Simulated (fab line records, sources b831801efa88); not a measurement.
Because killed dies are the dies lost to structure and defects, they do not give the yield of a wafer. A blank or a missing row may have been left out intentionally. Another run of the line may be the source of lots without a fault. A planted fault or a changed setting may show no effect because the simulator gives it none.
Which tool is to blame? | flow gf180mcu | 12 lots with 36 wafers sampled at 2 steps, on a route of 602 steps

== WHAT EACH GAUGE READ, for each wafer ==
GF_M4_RS_MEAS_05: uses a four-point probe to measure.
lot  | measured     | on            | M4_ALCU_RS (ohm/sq)
L075 | day 23 01:47 | film_metro-04 | 0.0700 0.0706 0.0696
L077 | day 23 21:34 | film_metro-03 | 0.0707 0.0694 0.0703
L079 | day 25 01:20 | film_metro-01 | 0.0690 0.0704 0.0697
L081 | day 25 04:11 | film_metro-01 | 0.0697 0.0694 0.0689
L083 | day 25 13:32 | film_metro-01 | 0.0689 0.0699 0.0692
L085 | day 26 06:48 | film_metro-01 | 0.0697 0.0697 0.0705
L087 | day 26 21:29 | film_metro-03 | 0.0691 0.0693 0.0681
L089 | day 27 12:31 | film_metro-03 | 0.0681 0.0693 0.0696
L091 | day 28 00:13 | film_metro-01 | 0.0694 0.0697 0.0692
L093 | day 28 13:59 | film_metro-04 | 0.0700 0.0698 0.0687
L095 | day 29 06:19 | film_metro-01 | 0.0680 0.0695 0.0681
L097 | day 29 20:57 | film_metro-01 | 0.0697 0.0685 0.0687

== TOOL THAT RAN EACH LOT (tool first, then ch and the chambers of the sampled wafers, then the start) ==
lot  | GF_V3_CMP_26
L075 | cmp-02 ch 0,2, day 23 01:15
L077 | cmp-02 ch 1,2,3, day 23 21:03
L079 | cmp-02 ch 0,1,2, day 25 00:52
L081 | cmp-01 ch 0,2,3, day 25 03:37
L083 | cmp-01 ch 1,2,3, day 25 13:02
L085 | cmp-01 ch 0,3, day 26 06:16
L087 | cmp-01 ch 1,2,3, day 26 21:01
L089 | cmp-01 ch 0,1,3, day 27 11:59
L091 | cmp-01 ch 1,2,3, day 27 23:45
L093 | cmp-02 ch 1,2,3, day 28 13:31
L095 | cmp-02 ch 2,3, day 29 05:46
L097 | cmp-02 ch 1,2,3, day 29 20:25
- GF_V3_CMP_26: polishes, stops on SiO2, t overpolish 15 s, target thk 0 nm.

== THE ANSWER, worked out from the rows above alone ==
Rule: usual is defined by the lots themselves. Put in order of their means at a reading, lots are off if they are a third of the lots or fewer, leave a main group of 4 or more, and stand apart from it by a gap of 3 or more times the standard deviation of the main group's means; of several such gaps the widest counts. If all means in a main group match to the digits the tables above print for the reading, that group is not used. Also off: a lot with no number at a reading for which 4 or more lots have one. The other lots that the step has rows for count as sound.
Nothing can be told from this: no lot is off at any reading shown.

== WHAT WAS PUT IN BY THE SIMULATOR ==
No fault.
